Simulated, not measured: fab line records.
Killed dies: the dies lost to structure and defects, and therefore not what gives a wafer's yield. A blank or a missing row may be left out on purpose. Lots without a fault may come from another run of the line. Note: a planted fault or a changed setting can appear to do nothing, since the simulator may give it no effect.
fab line records    flow gf180mcu
[record] lots = 15  wafers = 45  lastDay = 34
route steps=602 shown V2@385 M3@409
lots that met no fault: taken from a fault-free run of the same line
startH: hours from the record's first day to the start of the lot's first wafer shown    waitH: how many hours have passed since the lot's step before this one    " unchanged from the row above    L1.1+2: one row covering several wafers at once    - either no value or no given start    * or withheld: withheld    < > ~ a bound
route shown NAME@n: names a module that has steps shown in the file, with the first one's number in the route    usual: the fault-free wafers' mean and standard deviation    same: alike in all rows    chamber/n: place in a boat    sites: readings site by site    _std_site: the values' standard deviation    _edge_site: the outer-site mean with the inner-site mean subtracted    radiusMm: how far each site lies from the wafer's centre    mask NAME#n: copy n    behind: the most recent tool/chamber to have shaped the wafer    hold: why the lot went on hold/how many hours it stayed there/how the hold came to an end    device: names the non-switching transistor (n, p or np)    end of line: the route-end tests of the same wafers    a step without rows: its recipe alone    killed: count of dies lost to structure and defects at first sort (not the wafer's yield)    map: the dies of a wafer, with x for killed, . for not killed, _ for no die there
set.NAME: the setting the step ran with; set.NAME@STEP: the setting that earlier step ran with    model.NAME: the simulator's own value behind a step, which no gauge read
steps of the route over a sample of lots; a table a step, a row a wafer
services: the hour from which a tool's chamber was out of use, counted from the record's first day as startH (under 0 if before that day), plus the number of hours and why
[[steps]]
[step GF_V2_THK_MEAS_03]
[recipe] reads = SiO2_of_V2_CVD_02
[usual] V2_CVD_02_THK = 852/11
lot.wafer  tool          chamber  startH  waitH  V2_CVD_02_THK[nm]
L754.1     filmMetro-02  -        452.78  0.0    830
L754.2     "             -        "       "      824
L754.3     "             -        "       "      837
L755.2     filmMetro-04  -        468.64  0.0    864
L755.3     "             -        "       "      857
L755.5     "             -        "       "      868
L756.2     filmMetro-02  -        486.27  0.0    843
L756.4     "             -        "       "      864
L756.5     "             -        "       "      853
L757.1     filmMetro-04  -        496.13  0.0    832
L757.2     "             -        "       "      842
L757.3     "             -        "       "      828
L760.3     filmMetro-02  -        514.84  0.1    833
L760.5     "             -        "       "      852
L760.6     "             -        "       "      848
L761.1     filmMetro-04  -        527.18  0.0    843
L761.3     "             -        "       "      834
L761.5     "             -        "       "      846
L763.3     filmMetro-02  -        537.96  0.1    845
L763.4     "             -        "       "      857
L763.5     "             -        "       "      859
L762.1     filmMetro-04  -        543.10  0.0    845
L762.2     "             -        "       "      844
L762.4     "             -        "       "      860
L765.2     filmMetro-04  -        553.50  0.1    847
L765.3     "             -        "       "      852
L765.6     "             -        "       "      860
L766.2     filmMetro-01  -        564.24  0.0    848
L766.3     "             -        "       "      853
L766.6     "             -        "       "      865
L767.1     filmMetro-01  -        573.24  0.0    847
L767.2     "             -        "       "      850
L767.3     "             -        "       "      858
L768.1     filmMetro-04  -        590.98  0.0    837
L768.3     "             -        "       "      840
L768.4     "             -        "       "      846
L771.4     filmMetro-02  -        607.44  0.0    853
L771.5     "             -        "       "      848
L771.6     "             -        "       "      854
L776.3     filmMetro-01  -        636.74  0.1    864
L776.4     "             -        "       "      862
L776.6     "             -        "       "      855
L775.1     filmMetro-04  -        639.03  0.0    857
L775.2     "             -        "       "      848
L775.5     "             -        "       "      875
[step GF_V2_ETCH_16]
[recipe] chemistry = N2/H2  targetDepthA = withheld  overetchA = withheld  timeS = withheld  target = BARC  ionEnergyEv = 200  sourceW = 500  biasW = 100  pressureMtorr = 30  n2FlowSccm = 100  h2FlowSccm = 200
[usual] drypumpMotorCurrentA = 5.6/0.31  h2FlowSccm = 200.1/0.6  oesProductAu = 0.855/0.0044  throttleValvePct = 13.226/0.0088
lot.wafer  tool        chamber  startH  waitH  drypumpMotorCurrentA  h2FlowSccm  oesProductAu  throttleValvePct
L754.1     rieDiel-02  1        478.10  0.0    5.6                   200.7       0.859         13.211
L754.2     "           2        "       "      5.9                   200.0       0.852         13.230
L754.3     "           3        "       "      5.8                   200.2       0.857         13.221
L755.2     rieDiel-03  2        494.43  0.0    5.8                   199.0       0.851         13.236
L755.3     "           3        "       "      5.4                   200.0       0.857         13.223
L755.5     "           0        "       "      5.8                   199.7       0.858         13.218
L756.2     rieDiel-03  3        511.28  0.0    5.4                   200.8       0.858         13.220
L756.4     "           2        "       "      5.8                   199.9       0.851         13.226
L756.5     "           2        "       "      5.8                   200.3       0.857         13.237
L757.1     rieDiel-03  1        521.10  0.0    5.7                   200.5       0.856         13.227
L757.2     "           3        "       "      5.4                   200.1       0.851         13.229
L757.3     "           2        "       "      5.9                   200.2       0.856         13.214
L760.3     rieDiel-02  0        538.73  0.0    4.9                   199.7       0.852         13.204
L760.5     "           0        "       "      4.9                   201.0       0.856         13.223
L760.6     "           1        "       "      5.6                   200.3       0.858         13.216
L761.1     rieDiel-04  1        550.86  0.0    6.2                   200.3       0.856         13.221
L761.3     "           3        "       "      5.2                   201.1       0.854         13.213
L761.5     "           1        "       "      6.2                   198.7       0.854         13.234
L763.3     rieDiel-02  2        561.65  0.0    5.8                   199.2       0.858         13.223
L763.4     "           1        "       "      5.6                   199.5       0.859         13.220
L763.5     "           0        "       "      4.9                   201.1       0.853         13.222
L762.1     rieDiel-02  1        566.48  0.0    5.6                   201.6       0.855         13.244
L762.2     "           3        "       "      5.8                   199.1       0.855         13.231
L762.4     "           0        "       "      4.9                   199.8       0.860         13.217
L765.2     rieDiel-02  1        576.53  0.0    5.7                   198.9       0.858         13.229
L765.3     "           3        "       "      5.8                   199.9       0.856         13.212
L765.6     "           3        "       "      5.8                   200.0       0.858         13.227
L766.2     rieDiel-03  2        587.00  0.0    5.8                   200.2       0.850         13.230
L766.3     "           0        "       "      5.8                   199.7       0.851         13.224
L766.6     "           0        "       "      5.8                   200.3       0.852         13.237
L767.1     rieDiel-03  2        595.50  0.0    5.8                   200.2       0.847         13.235
L767.2     "           0        "       "      5.8                   200.5       0.851         13.212
L767.3     "           1        "       "      5.7                   199.9       0.857         13.226
L768.1     rieDiel-03  1        613.20  0.0    5.7                   200.2       0.863         13.231
L768.3     "           2        "       "      5.9                   199.9       0.859         13.229
L768.4     "           0        "       "      5.7                   200.0       0.858         13.222
L771.4     rieDiel-03  3        629.38  0.0    5.4                   199.0       0.851         13.232
L771.5     "           1        "       "      5.7                   199.2       0.858         13.226
L771.6     "           2        "       "      5.9                   201.1       0.852         13.240
L776.3     rieDiel-03  2        657.96  0.0    5.8                   200.6       0.856         13.238
L776.4     "           0        "       "      5.8                   200.6       0.852         13.222
L776.6     "           2        "       "      5.8                   200.5       0.863         13.221
L775.1     rieDiel-03  0        659.70  0.0    5.8                   201.0       0.860         13.226
L775.2     "           3        "       "      5.4                   200.8       0.851         13.221
L775.5     "           0        "       "      5.8                   200.6       0.857         13.226
[step GF_M3_SPUTTER_00]
[recipe] material = Ti  targetThkNm = 37.5  arrivingIonEnergyEv = 80  substrateTempC = 200  chamberPressurePa = 2  powerW = 4000  timeS = 150
[usual] cathodeDcPowerW = 4000.0/0.74  chamberPressurePa = 2.000/0.0035  throttleValvePct = 30.3/0.94
lot.wafer  tool           chamber  startH  waitH  cathodeDcPowerW  chamberPressurePa  throttleValvePct
L754.1     pvdSputter-04  -        479.46  0.2    3999.8           2.006              30.1
L754.2     "              -        "       "      4000.2           2.005              31.1
L754.3     "              -        "       "      3999.7           1.998              29.2
L755.2     pvdSputter-02  -        495.78  0.1    4000.8           2.003              32.2
L755.3     "              -        "       "      3998.2           1.999              29.5
L755.5     "              -        "       "      3999.9           2.000              32.2
L756.2     pvdSputter-03  -        512.63  0.1    3999.2           1.996              29.7
L756.4     "              -        "       "      3999.9           1.996              32.1
L756.5     "              -        "       "      4000.1           1.992              31.6
L757.1     pvdSputter-03  -        522.69  0.1    4001.4           1.996              29.4
L757.2     "              -        "       "      3999.6           2.002              29.0
L757.3     "              -        "       "      3999.9           1.999              29.8
L760.3     pvdSputter-02  -        540.16  0.2    3999.8           2.007              30.8
L760.5     "              -        "       "      4001.0           1.996              30.4
L760.6     "              -        "       "      4000.4           1.996              29.6
L761.1     pvdSputter-04  -        552.25  0.2    4001.0           1.997              29.7
L761.3     "              -        "       "      3999.7           1.994              29.5
L761.5     "              -        "       "      3998.8           2.002              29.7
L763.3     pvdSputter-04  -        563.04  0.1    3998.6           2.000              29.4
L763.4     "              -        "       "      4000.4           2.001              29.7
L763.5     "              -        "       "      4001.1           1.992              30.3
L762.1     pvdSputter-02  -        567.83  0.2    4000.4           1.998              30.7
L762.2     "              -        "       "      4000.6           2.000              30.7
L762.4     "              -        "       "      4000.3           1.995              32.0
L765.2     pvdSputter-03  -        577.88  0.1    -                -                  -
L765.3     "              -        "       "      -                -                  -
L765.6     "              -        "       "      -                -                  -
L766.2     pvdSputter-02  -        588.39  0.1    -                -                  -
L766.3     "              -        "       "      -                -                  -
L766.6     "              -        "       "      -                -                  -
L767.1     pvdSputter-03  -        596.86  0.2    -                -                  -
L767.2     "              -        "       "      -                -                  -
L767.3     "              -        "       "      -                -                  -
L768.1     pvdSputter-02  -        614.56  0.1    4000.3           1.991              30.5
L768.3     "              -        "       "      4000.4           2.003              29.7
L768.4     "              -        "       "      4000.2           2.004              32.0
L771.4     pvdSputter-03  -        630.76  0.1    4000.6           1.993              29.1
L771.5     "              -        "       "      3999.7           2.005              29.2
L771.6     "              -        "       "      3999.7           1.999              31.8
L776.3     pvdSputter-04  -        659.32  0.2    3999.9           1.997              29.3
L776.4     "              -        "       "      4001.0           2.001              29.7
L776.6     "              -        "       "      3999.3           1.998              29.6
L775.1     pvdSputter-02  -        661.06  0.2    3999.7           2.000              30.5
L775.2     "              -        "       "      3999.7           1.995              30.8
L775.5     "              -        "       "      4000.0           1.997              29.5
[step GF_M3_SPUTTER_04]
[recipe] material = TiN  targetThkNm = 50  powerW = 6500  timeS = 41.7  chamberPressurePa = 0.4
[usual] cathodeDcPowerW = 6500.0/1.2  chamberPressurePa = 0.4000/0.00084  throttleValvePct = 30.3/0.95
lot.wafer  tool           chamber  startH  waitH  cathodeDcPowerW  chamberPressurePa  throttleValvePct
L754.1     pvdSputter-04  -        479.64  0.0    6498.5           0.3995             30.1
L754.2     "              -        "       "      6501.1           0.4002             31.3
L754.3     "              -        "       "      6500.8           0.3987             29.7
L755.2     pvdSputter-02  -        495.96  0.0    6499.3           0.4007             32.0
L755.3     "              -        "       "      6500.2           0.4020             29.5
L755.5     "              -        "       "      6500.1           0.4006             32.1
L756.2     pvdSputter-03  -        512.81  0.0    6500.1           0.4002             30.2
L756.4     "              -        "       "      6501.1           0.3996             31.8
L756.5     "              -        "       "      6500.1           0.4005             31.7
L757.1     pvdSputter-03  -        522.87  0.0    6501.0           0.3996             29.1
L757.2     "              -        "       "      6500.1           0.4017             29.1
L757.3     "              -        "       "      6500.1           0.3995             29.7
L760.3     pvdSputter-02  -        540.34  0.0    6500.1           0.3997             30.7
L760.5     "              -        "       "      6500.4           0.3986             30.5
L760.6     "              -        "       "      6499.9           0.3994             29.6
L761.1     pvdSputter-04  -        552.43  0.0    6499.8           0.3987             29.5
L761.3     "              -        "       "      6499.1           0.3988             29.5
L761.5     "              -        "       "      6500.8           0.3997             29.4
L763.3     pvdSputter-04  -        563.22  0.0    6497.6           0.3991             29.3
L763.4     "              -        "       "      6500.3           0.3994             29.9
L763.5     "              -        "       "      6498.3           0.4003             30.2
L762.1     pvdSputter-02  -        568.01  0.0    6500.4           0.4015             30.4
L762.2     "              -        "       "      6498.9           0.3993             30.4
L762.4     "              -        "       "      6500.1           0.3998             31.9
L765.2     pvdSputter-03  -        578.06  0.0    6502.6           0.4000             31.5
L765.3     "              -        "       "      6500.0           0.4005             29.2
L765.6     "              -        "       "      6499.3           0.4001             30.0
L766.2     pvdSputter-02  -        588.59  0.0    6499.7           0.3999             29.7
L766.3     "              -        "       "      6501.0           0.4003             30.4
L766.6     "              -        "       "      6503.0           0.4006             32.3
L767.1     pvdSputter-03  -        597.04  0.0    6499.4           0.3994             29.6
L767.2     "              -        "       "      6499.7           0.4001             29.3
L767.3     "              -        "       "      6500.2           0.3983             30.1
L768.1     pvdSputter-02  -        614.74  0.0    6501.4           0.4003             30.6
L768.3     "              -        "       "      6497.9           0.3999             29.5
L768.4     "              -        "       "      6501.0           0.4006             32.2
L771.4     pvdSputter-03  -        630.94  0.0    6499.7           0.3986             28.9
L771.5     "              -        "       "      6497.3           0.3996             29.2
L771.6     "              -        "       "      6499.7           0.3990             31.9
L776.3     pvdSputter-04  -        659.50  0.0    6497.9           0.4007             29.5
L776.4     "              -        "       "      6502.7           0.4023             29.7
L776.6     "              -        "       "      6500.3           0.3992             29.3
L775.1     pvdSputter-02  -        661.24  0.0    6500.3           0.3999             30.7
L775.2     "              -        "       "      6498.7           0.3996             30.9
L775.5     "              -        "       "      6500.9           0.4003             29.7
[[services]]
tool           chamber  startH  hours  kind
rieDiel-02     0        455.50  33.4   repair
pvdSputter-04  -        491.04  2.2    repair
rieDiel-04     -        494.36  0.7    repair
rieDiel-04     3        500.13  33.6   repair
pvdSputter-02  -        523.83  6.7    repair
rieDiel-04     0        524.69  5.6    repair
pvdSputter-03  -        533.25  2.2    repair
rieDiel-03     1        559.39  1.6    repair
rieDiel-02     2        562.25  20.6   repair
rieDiel-04     1        573.93  -      clean
rieDiel-04     1        573.93  20.1   scheduledDown
rieDiel-04     1        573.93  20.1   ventCycle
rieDiel-02     2        594.99  -      clean
rieDiel-02     2        594.99  16.2   scheduledDown
rieDiel-02     2        594.99  16.2   ventCycle
rieDiel-02     1        611.19  -      clean
rieDiel-02     1        611.19  16.5   scheduledDown
rieDiel-02     1        611.19  16.5   ventCycle
pvdSputter-04  -        617.91  5.6    repair
rieDiel-04     2        636.09  -      clean
rieDiel-04     1        639.03  5.0    repair
rieDiel-04     0        645.29  13.5   repair
rieDiel-03     1        654.82  59.3   repair
pvdSputter-04  -        661.09  8.7    repair
[[key]]
[firstSign] step = GF_M3_SPUTTER_00  reading = toolRecord  direction = missing
effect none on later readings
metAt GF_M3_SPUTTER_00
struckLots L765,L766,L767
laterRowsLeftOut L765.2,L765.3,L765.6,L766.2,L766.3,L766.6,L767.1,L767.2,L767.3
sortLeftOut L765.2,L765.3,L765.6,L766.2,L766.3,L766.6,L767.1,L767.2,L767.3
notActingAt GF_V2_THK_MEAS_03,GF_V2_ETCH_16,GF_M3_SPUTTER_04
onsetBetween 567.83 577.88
[fault] kind = skippedStepWhole  tool = pvdSputter-02,pvdSputter-03  chamber = -  onsetH = 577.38  steps = GF_M3_SPUTTER_00  scope = struckLotsOnly
// sortLeftOut: the simulated sort isn't trusted on such a fault, so these wafers' sort isn't shown, and their yield isn't known
// laterRowsLeftOut: the simulator's readings of these wafers behind a module that went badly wrong aren't trusted and aren't shown, but for the sort
